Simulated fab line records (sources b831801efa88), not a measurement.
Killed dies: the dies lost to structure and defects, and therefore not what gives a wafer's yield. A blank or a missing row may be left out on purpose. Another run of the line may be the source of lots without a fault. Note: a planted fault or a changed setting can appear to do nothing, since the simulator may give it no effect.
fab line records	flow sky130
record: lots: 11	wafers: 33	last-day: 50
route steps=708 shown NWELL@58 VT_ADJUST_LVTN@106 POLY_GATE@232 PAD_OPEN@708
lots with no fault: from the same line, run without faults
start-h: hours from the record's first day to the start of the lot's first wafer shown	wait-h: hours elapsed since this lot's preceding step	" the same as in the row above	L1.1+2: several wafers, shown together as one row	- no value, or no start given	* or withheld: withheld	< > ~ a bound
route shown NAME@n: a module of which the file shows steps, and the number in the route of the first	usual: mean and standard deviation over wafers with no fault	same: alike in all rows	chamber/n: place in a boat	sites: the reading at each site	_std_site: the values' standard deviation	_edge_site: the outer-site mean with the inner-site mean subtracted	radius-mm: how far each site lies from the wafer's centre	mask NAME#n: copy n	behind: the last tool/chamber to shape the wafer	hold: the reason the lot was held/the length of the hold in hours/how it ended	device: which transistor (n, p or np) failed to switch	end of line: tests run on the same wafers once the route is complete	step lacking rows: just its recipe	killed: dies that structure and defects cost at the first sort, which is not the same as the wafer's yield	map: a wafer's dies, marking killed ones x, the rest . and places with no die _
set.NAME: the setting as run; set.NAME@STEP: as run at that earlier step	model.NAME: the simulator's own value behind a step, which no gauge read
steps of the route over a sample of lots; a table a step, a row a wafer
services: the hour from which a tool's chamber was out of use, counted from the record's first day as start-h (under 0 if before that day), plus the number of hours and why
== steps ==
step: SKY_NWELL_COAT_05
recipe: spin-rpm: 2000	resist-thk-nm: 3000
usual: chill-plate-temp-C: 22.99/0.091	dispense-pressure-kPa: 53.0/2.4
lot.wafer	tool	chamber	start-h	wait-h	chill-plate-temp-C	dispense-pressure-kPa
L820.1	litho-track-03	0	87.44	0.1	22.95	51.9
L820.3	"	0	"	"	22.88	52.0
L820.6	"	0	"	"	22.94	51.9
L822.1	litho-track-03	0	98.74	0.1	22.92	51.9
L822.3	"	0	"	"	23.02	51.9
L822.6	"	0	"	"	23.00	51.9
L827.4	litho-track-03	0	132.17	0.1	23.09	52.0
L827.5	"	0	"	"	23.15	51.9
L827.6	"	0	"	"	23.07	52.0
L828.1	litho-track-04	0	139.94	0.1	23.00	57.7
L828.3	"	0	"	"	23.05	57.7
L828.6	"	0	"	"	23.01	57.7
L830.1	litho-track-02	-	145.74	0.1	-	-
L830.2	"	-	"	"	-	-
L830.4	"	-	"	"	-	-
L831.1	litho-track-02	-	153.14	0.1	-	-
L831.2	"	-	"	"	-	-
L831.3	"	-	"	"	-	-
L832.3	litho-track-03	-	154.84	0.1	-	-
L832.4	"	-	"	"	-	-
L832.5	"	-	"	"	-	-
L834.1	litho-track-02	0	172.34	0.1	23.01	51.6
L834.3	"	0	"	"	23.10	51.6
L834.6	"	0	"	"	23.01	51.6
L835.3	litho-track-02	0	179.19	0.1	22.93	51.6
L835.5	"	0	"	"	22.91	51.6
L835.6	"	0	"	"	22.91	51.6
L838.1	litho-track-02	0	189.69	0.1	23.09	51.6
L838.4	"	0	"	"	22.91	51.6
L838.6	"	0	"	"	22.77	51.6
L841.1	litho-track-03	0	211.54	0.1	23.15	51.9
L841.4	"	0	"	"	22.96	51.9
L841.6	"	0	"	"	23.04	51.9
step: SKY_NWELL_OVL_MEAS_10
usual: NWELL_00_OVL: 0.0/1.4
lot.wafer	tool	chamber	start-h	wait-h	NWELL_00_OVL[nm]
L820.1	overlay-02	-	95.89	-	0.6
L820.3	"	-	"	"	-0.2
L820.6	"	-	"	"	0.7
L822.1	overlay-02	-	108.04	-	1.3
L822.3	"	-	"	"	0.3
L822.6	"	-	"	"	1.8
L827.4	overlay-02	-	141.86	-	0.4
L827.5	"	-	"	"	-0.1
L827.6	"	-	"	"	0.6
L828.1	overlay-01	-	150.49	-	-3.2
L828.3	"	-	"	"	-1.8
L828.6	"	-	"	"	-2.1
L830.1	overlay-01	-	155.49	-	-
L830.2	"	-	"	"	-
L830.4	"	-	"	"	-
L831.1	overlay-01	-	163.14	-	-
L831.2	"	-	"	"	-
L831.3	"	-	"	"	-
L832.3	overlay-01	-	164.90	-	-
L832.4	"	-	"	"	-
L832.5	"	-	"	"	-
L834.1	overlay-01	-	182.54	-	-1.6
L834.3	"	-	"	"	-1.1
L834.6	"	-	"	"	-3.6
L835.3	overlay-01	-	189.20	-	0.2
L835.5	"	-	"	"	-1.8
L835.6	"	-	"	"	-1.5
L838.1	overlay-01	-	201.39	-	-0.8
L838.4	"	-	"	"	-2.3
L838.6	"	-	"	"	-1.3
L841.1	overlay-02	-	222.79	-	2.6
L841.4	"	-	"	"	1.6
L841.6	"	-	"	"	0.1
step: SKY_NWELL_TW_MEAS_26
usual: NWELL_2_TW: 493.3/2.9
lot.wafer	tool	chamber	start-h	wait-h	NWELL_2_TW
L820.1	film-metro-02	-	114.68	0.1	493.9
L820.3	"	-	"	"	494.1
L820.6	"	-	"	"	493.0
L822.1	film-metro-03	-	127.63	0.1	494.6
L822.3	"	-	"	"	497.2
L822.6	"	-	"	"	495.6
L827.4	film-metro-03	-	162.41	0.1	496.9
L827.5	"	-	"	"	493.3
L827.6	"	-	"	"	494.5
L828.1	film-metro-02	-	170.88	0.1	494.0
L828.3	"	-	"	"	492.5
L828.6	"	-	"	"	495.4
L830.1	film-metro-03	-	175.73	0.1	1835.6
L830.2	"	-	"	"	1821.3
L830.4	"	-	"	"	1828.4
L831.1	film-metro-01	-	183.73	0.1	1798.5
L831.2	"	-	"	"	1808.5
L831.3	"	-	"	"	1802.1
L832.3	film-metro-01	-	185.15	0.1	1800.7
L832.4	"	-	"	"	1801.9
L832.5	"	-	"	"	1803.1
L834.1	film-metro-02	-	204.63	0.1	495.0
L834.3	"	-	"	"	497.7
L834.6	"	-	"	"	496.6
L835.3	film-metro-03	-	211.10	0.1	494.1
L835.5	"	-	"	"	497.8
L835.6	"	-	"	"	497.2
L838.1	film-metro-01	-	223.83	0.1	494.0
L838.4	"	-	"	"	491.8
L838.6	"	-	"	"	495.1
L841.1	film-metro-02	-	246.33	0.1	497.1
L841.4	"	-	"	"	493.9
L841.6	"	-	"	"	498.0
step: SKY_VT_ADJUST_LVTN_STRIP_09
recipe: chemistry: O2/N2	power-w: 1400	pressure-mtorr: 1500	platen-temp-c: withheld	o2-flow-sccm: 3000	n2-flow-sccm: 300	overash-fraction: 0.5
usual: drypump-motor-current-A: 5.5/0.3	n2-flow-sccm: 300.0/0.87	oes-product-au: 0.723/0.0046	strip-time-to-endpoint-s: 36.88/0.12
lot.wafer	tool	chamber	start-h	wait-h	drypump-motor-current-A	n2-flow-sccm	oes-product-au	rf-hours-counter-h	strip-time-to-endpoint-s
L820.1	plasma-asher-04	1	152.53	0.1	5.5	301.2	0.721	3	36.79
L820.3	"	1	"	"	5.5	302.2	0.726	-	36.88
L820.6	"	0	"	"	5.5	299.3	0.720	-	36.88
L822.1	plasma-asher-01	0	166.33	0.1	5.9	300.3	0.726	46	36.96
L822.3	"	1	"	"	5.3	299.7	0.720	-	36.94
L822.6	"	0	"	"	5.9	299.8	0.719	-	36.92
L827.4	plasma-asher-01	1	204.99	0.1	5.4	302.0	0.725	-	36.61
L827.5	"	0	"	"	5.9	300.0	0.722	-	36.62
L827.6	"	1	"	"	5.3	300.6	0.721	-	36.64
L828.1	plasma-asher-01	1	213.87	0.1	5.4	298.8	0.717	51	36.98
L828.3	"	1	"	"	5.3	299.2	0.729	-	36.94
L828.6	"	0	"	"	5.9	300.1	0.727	-	37.04
L830.1	plasma-asher-02	0	218.52	0.1	5.1	300.7	0.723	56	36.91
L830.2	"	1	"	"	5.0	299.5	0.731	56	36.99
L830.4	"	0	"	"	5.1	300.6	0.725	-	36.92
L831.1	plasma-asher-01	0	227.42	0.1	5.9	299.6	0.720	52	36.73
L831.2	"	1	"	"	5.4	299.4	0.735	52	36.68
L831.3	"	1	"	"	5.4	299.8	0.731	-	36.75
L832.3	plasma-asher-01	0	229.06	0.1	5.9	299.2	0.716	-	36.93
L832.4	"	1	"	"	5.3	299.6	0.717	-	36.94
L832.5	"	0	"	"	5.9	299.4	0.713	-	37.02
L834.1	plasma-asher-02	1	250.78	0.1	5.0	301.1	0.723	59	36.78
L834.3	"	0	"	"	5.1	300.6	0.723	-	36.87
L834.6	"	1	"	"	5.0	298.3	0.727	-	36.84
L835.3	plasma-asher-04	0	258.01	0.1	5.5	298.7	0.727	-	36.89
L835.5	"	0	"	"	5.5	299.8	0.712	-	36.75
L835.6	"	1	"	"	5.5	300.4	0.719	-	36.77
L838.1	plasma-asher-02	1	270.88	0.1	5.0	299.5	0.721	61	36.68
L838.4	"	0	"	"	5.1	301.6	0.723	-	36.80
L838.6	"	0	"	"	5.1	300.4	0.730	-	36.80
L841.1	plasma-asher-04	1	295.58	0.1	5.5	300.6	0.716	18	36.83
L841.4	"	0	"	"	5.6	300.0	0.725	-	36.77
L841.6	"	1	"	"	5.5	299.5	0.722	-	36.86
step: SKY_POLY_GATE_STRIP_18
recipe: chemistry: O2/N2	power-w: 1400	pressure-mtorr: 1500	platen-temp-c: withheld	o2-flow-sccm: 3000	n2-flow-sccm: 300	overash-fraction: 0.5
usual: drypump-motor-current-A: 5.7/0.35	n2-flow-sccm: 300.0/0.89	oes-product-au: 0.360/0.0045	strip-time-to-endpoint-s: 3.15/0.046
lot.wafer	tool	chamber	start-h	wait-h	drypump-motor-current-A	n2-flow-sccm	oes-product-au	rf-hours-counter-h	strip-time-to-endpoint-s
L820.1	plasma-asher-04	0	382.17	0.0	5.6	299.3	0.353	28	3.09
L820.3	"	1	"	"	5.5	299.3	0.362	-	3.14
L820.6	"	0	"	"	5.6	299.2	0.359	-	3.15
L822.1	plasma-asher-03	1	399.23	0.0	6.4	301.0	0.360	53	3.11
L822.3	"	1	"	"	6.3	301.2	0.355	-	3.16
L822.6	"	1	"	"	6.4	301.2	0.366	-	3.15
L827.4	plasma-asher-04	1	457.11	0.1	5.5	300.0	0.359	-	3.07
L827.5	"	1	"	"	5.5	298.6	0.357	-	3.11
L827.6	"	0	"	"	5.6	300.6	0.351	-	3.09
L828.1	plasma-asher-03	0	469.88	0.0	5.6	300.6	0.359	59	3.15
L828.3	"	1	"	"	6.4	299.2	0.358	-	3.11
L828.6	"	1	"	"	6.4	300.7	0.357	-	3.13
L830.1	plasma-asher-03	1	476.18	0.0	6.3	300.9	0.365	60	3.22
L830.2	"	0	"	"	5.5	301.3	0.358	60	3.15
L830.4	"	1	"	"	6.4	299.7	0.364	-	3.18
L831.1	plasma-asher-03	1	485.71	0.0	6.4	300.2	0.355	61	3.12
L831.2	"	0	"	"	5.5	299.7	0.361	61	3.20
L831.3	"	0	"	"	5.5	298.6	0.358	-	3.24
L832.3	plasma-asher-01	0	489.82	0.1	5.9	300.0	0.359	-	3.15
L832.4	"	1	"	"	5.4	300.7	0.349	-	3.08
L832.5	"	0	"	"	5.9	302.3	0.367	-	3.22
L834.1	plasma-asher-04	1	517.91	0.0	5.5	299.3	0.357	41	3.10
L834.3	"	0	"	"	5.5	302.1	0.357	-	3.15
L834.6	"	1	"	"	5.5	299.4	0.355	-	3.15
L835.3	plasma-asher-04	0	528.85	0.1	5.6	300.1	0.359	-	3.15
L835.5	"	1	"	"	5.5	300.6	0.363	-	3.18
L835.6	"	0	"	"	5.6	299.2	0.364	-	3.09
L838.1	plasma-asher-03	0	543.38	0.0	5.5	300.6	0.362	67	3.10
L838.4	"	1	"	"	6.4	300.9	0.350	-	3.11
L838.6	"	0	"	"	5.5	299.4	0.364	-	3.11
L841.1	plasma-asher-01	0	564.58	0.0	5.9	300.8	0.365	85	3.24
L841.4	"	0	"	"	5.9	301.1	0.356	-	3.22
L841.6	"	1	"	"	5.4	298.9	0.363	-	3.17
step: SKY_POLY_GATE_THK_MEAS_21
recipe: reads: SiO2_of_POLY_GATE_OXIDATION_20
usual: POLY_GATE_OXIDATION_THK: 3.97/0.071
lot.wafer	tool	chamber	start-h	wait-h	POLY_GATE_OXIDATION_THK[nm]
L820.1	film-metro-01	-	383.57	0.0	3.92
L820.3	"	-	"	"	3.87
L820.6	"	-	"	"	3.94
L822.1	film-metro-03	-	400.86	0.0	4.03
L822.3	"	-	"	"	3.95
L822.6	"	-	"	"	4.03
L827.4	film-metro-03	-	459.58	0.0	3.88
L827.5	"	-	"	"	3.94
L827.6	"	-	"	"	3.91
L828.1	film-metro-03	-	471.28	0.0	3.95
L828.3	"	-	"	"	3.91
L828.6	"	-	"	"	3.97
L830.1	film-metro-01	-	477.58	0.0	4.03
L830.2	"	-	"	"	3.99
L830.4	"	-	"	"	4.03
L831.1	film-metro-03	-	487.11	0.0	3.93
L831.2	"	-	"	"	3.93
L831.3	"	-	"	"	4.04
L832.3	film-metro-01	-	491.21	0.0	4.04
L832.4	"	-	"	"	3.94
L832.5	"	-	"	"	4.07
L834.1	film-metro-01	-	519.31	0.0	4.05
L834.3	"	-	"	"	4.03
L834.6	"	-	"	"	4.01
L835.3	film-metro-04	-	530.24	0.0	4.00
L835.5	"	-	"	"	4.04
L835.6	"	-	"	"	4.03
L838.1	film-metro-04	-	544.79	0.0	3.94
L838.4	"	-	"	"	3.79
L838.6	"	-	"	"	3.77
L841.1	film-metro-03	-	566.41	0.0	3.95
L841.4	"	-	"	"	4.07
L841.6	"	-	"	"	4.08
step: SKY_PAD_OPEN_PROBE_99
usual: killed_at_M0_to_M3: 44/7.8	killed_at_M4_up: 3.1/1.7	killed-at-contacts: 25/5.1	killed-at-front-end: 15/4.4	killed-at-other: 0.5/0.68	killed-dies: 88/9.9	killed-on-rim: 17/3.9	killed-open: 48/6.9	killed-short: 39/6.5
same: gross-dies: 492	killed-at-back-side: 0
lot.wafer	tool	chamber	start-h	wait-h	killed_at_M0_to_M3	killed_at_M4_up	killed-at-contacts	killed-at-front-end	killed-at-other	killed-dies	killed-on-rim	killed-open	killed-short
L828.1	prober-02	-	1142.32	0.1	42	3	24	12	0	81	18	44	37
L828.3	prober-02	-	1142.42	0.2	28	3	26	17	0	74	17	36	38
L828.6	prober-02	-	1142.57	0.2	39	2	26	15	1	83	26	45	37
L830.1	prober-01	-	1144.02	0.1	44	3	20	425	0	492	96	41	41
L830.2	prober-01	-	1144.07	0.1	43	1	12	436	0	492	96	36	36
L830.4	prober-01	-	1144.17	0.2	54	1	27	410	0	492	96	40	54
L831.1	prober-01	-	1148.92	0.1	50	2	23	417	0	492	96	52	37
L831.2	prober-01	-	1148.97	0.1	50	5	35	402	0	492	96	65	48
L831.3	prober-01	-	1149.02	0.2	45	1	18	428	0	492	96	42	45
L832.3	prober-02	-	1151.66	0.2	47	2	15	428	0	492	96	46	31
L832.4	prober-02	-	1151.71	0.2	47	4	30	411	0	492	96	53	48
L832.5	prober-02	-	1151.76	0.2	40	4	22	426	0	492	96	44	36
killed by level:class
L828.1 CONTACT:geometric-particle:open=10 VIA2:geometric-particle:open=10 LI_CONTACT:geometric-particle:open=8 VIA3:geometric-particle:open=7 METAL1:geometric-particle:short=6 FIELD_ISO:geometric-particle:short=4 METAL3:geometric-particle:short=4 FIELD_ISO:geometric-particle:open=3
L828.3 CONTACT:geometric-particle:open=10 LOCAL_INTERCONNECT:geometric-particle:short=6 VIA1:geometric-particle:open=6 VIA3:geometric-particle:open=6 VIA1:geometric-particle:short=5 FIELD_ISO:geometric-particle:open=4 FIELD_ISO:geometric-particle:short=4 LI_CONTACT:geometric-particle:open=4
L828.6 LI_CONTACT:geometric-particle:open=11 VIA1:geometric-particle:open=9 CONTACT:geometric-particle:open=8 VIA2:geometric-particle:open=6 FIELD_ISO:geometric-particle:short=5 VIA1:geometric-particle:short=5 METAL1:geometric-particle:short=5 METAL3:geometric-particle:short=5
L830.1 NWELL:area-expose=409 VIA2:geometric-particle:open=9 VIA1:geometric-particle:open=9 CONTACT:geometric-particle:open=7 POLY_GATE:geometric-particle:short=6 METAL1:geometric-particle:short=6 FIELD_ISO:geometric-particle:open=4 FIELD_ISO:geometric-particle:short=4
L830.2 NWELL:area-expose=420 VIA3:geometric-particle:short=7 LI_CONTACT:geometric-particle:open=6 VIA1:geometric-particle:open=6 METAL1:geometric-particle:short=6 VIA3:geometric-particle:open=5 VIA2:geometric-particle:open=5 FIELD_ISO:geometric-particle:short=4
L830.4 NWELL:area-expose=396 VIA1:geometric-particle:open=11 LOCAL_INTERCONNECT:geometric-particle:short=9 CONTACT:geometric-particle:short=9 VIA2:geometric-particle:open=8 METAL2:geometric-particle:short=7 VIA3:geometric-particle:open=7 METAL1:geometric-particle:short=7
L831.1 NWELL:area-expose=400 VIA1:geometric-particle:open=12 VIA3:geometric-particle:open=10 VIA2:geometric-particle:open=10 VIA1:geometric-particle:short=7 CONTACT:geometric-particle:open=6 FIELD_ISO:geometric-particle:short=5 LI_CONTACT:geometric-particle:short=5
L831.2 NWELL:area-expose=379 CONTACT:geometric-particle:open=15 VIA1:geometric-particle:open=12 VIA2:geometric-particle:open=9 CONTACT:geometric-particle:short=9 VIA1:geometric-particle:short=9 FIELD_ISO:geometric-particle:open=8 FIELD_ISO:geometric-particle:short=7
L831.3 NWELL:area-expose=405 VIA1:geometric-particle:open=12 METAL2:geometric-particle:short=8 LI_CONTACT:geometric-particle:open=7 METAL1:geometric-particle:short=7 VIA2:geometric-particle:open=7 FIELD_ISO:geometric-particle:short=6 POLY_GATE:geometric-particle:short=6
L832.3 NWELL:area-expose=414 VIA1:geometric-particle:open=12 CONTACT:geometric-particle:open=6 VIA2:geometric-particle:open=6 VIA3:geometric-particle:open=5 FIELD_ISO:geometric-particle:open=4 CONTACT:geometric-particle:short=4 METAL1:geometric-particle:short=4
L832.4 NWELL:area-expose=390 CONTACT:geometric-particle:open=14 METAL1:geometric-particle:short=11 VIA1:geometric-particle:short=8 VIA3:geometric-particle:open=8 VIA2:geometric-particle:open=7 VIA1:geometric-particle:open=7 CONTACT:geometric-particle:short=6
L832.5 NWELL:area-expose=412 VIA3:geometric-particle:open=11 CONTACT:geometric-particle:open=9 VIA1:geometric-particle:open=8 FIELD_ISO:geometric-particle:open=5 LOCAL_INTERCONNECT:geometric-particle:short=5 FIELD_ISO:geometric-particle:short=4 METAL1:geometric-particle:short=4
== services ==
tool	chamber	start-h	hours	kind
plasma-asher-03	-	98.55	0.9	repair
plasma-asher-04	-	108.75	9.0	pm
plasma-asher-04	0	108.75	9.0	vent-cycle
plasma-asher-04	1	108.75	9.0	vent-cycle
plasma-asher-01	-	139.17	2.2	repair
plasma-asher-04	-	166.90	2.8	pm
plasma-asher-03	-	176.04	9.6	pm
plasma-asher-03	-	249.57	1.1	repair
plasma-asher-03	-	256.39	6.4	repair
plasma-asher-01	-	277.42	3.7	repair
plasma-asher-03	-	285.83	14.6	pm
plasma-asher-03	-	300.43	15.6	pm
plasma-asher-04	-	344.65	0.7	repair
plasma-asher-02	-	345.82	1.3	repair
plasma-asher-02	-	368.33	2.8	pm
plasma-asher-03	-	377.40	2.6	repair
plasma-asher-02	-	421.25	9.0	pm
plasma-asher-03	-	450.07	2.8	pm
plasma-asher-01	-	456.52	3.1	repair
plasma-asher-02	-	523.57	0.7	repair
plasma-asher-01	-	529.69	15.6	pm
plasma-asher-01	-	545.44	0.4	repair
plasma-asher-04	-	555.18	3.9	repair
plasma-asher-04	-	556.25	0.7	repair
== key ==
first-sign: step: SKY_NWELL_COAT_05	reading: tool-record	direction: missing
effect: step: SKY_NWELL_OVL_MEAS_10	reading: NWELL_00_OVL	direction: missing
effect: step: SKY_NWELL_TW_MEAS_26	reading: NWELL_2_TW	direction: up	sigmas: 99+	usual: 493.3	struck: 1811.1
effect: step: SKY_PAD_OPEN_PROBE_99	reading: killed-at-front-end	direction: up	sigmas: 91	usual: 15	struck: 420
more-kills-born-at: SKY_NWELL_EXPOSE_07@iline-stepper-02: 2441	SKY_NWELL_EXPOSE_07@iline-stepper-01: 1184
met-at SKY_NWELL_COAT_05
struck-lots L830,L831,L832
tester-left-out L830,L831,L832
not-acting-at SKY_VT_ADJUST_LVTN_STRIP_09,SKY_POLY_GATE_STRIP_18,SKY_POLY_GATE_THK_MEAS_21
onset-between 132.17 145.74
fault: kind: skipped-step-whole	tool: litho-track-02,litho-track-03	chamber: -	onset-h: 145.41	steps: SKY_NWELL_COAT_05	scope: struck-lots-only
tester-left-out: of these lots the tester's yield and bins aren't shown, on N5 and GAA mostly nor the transistor test; their killed dies are dies lost to structure and defects alone, not to doping, threshold or leakage, so they don't give the yield
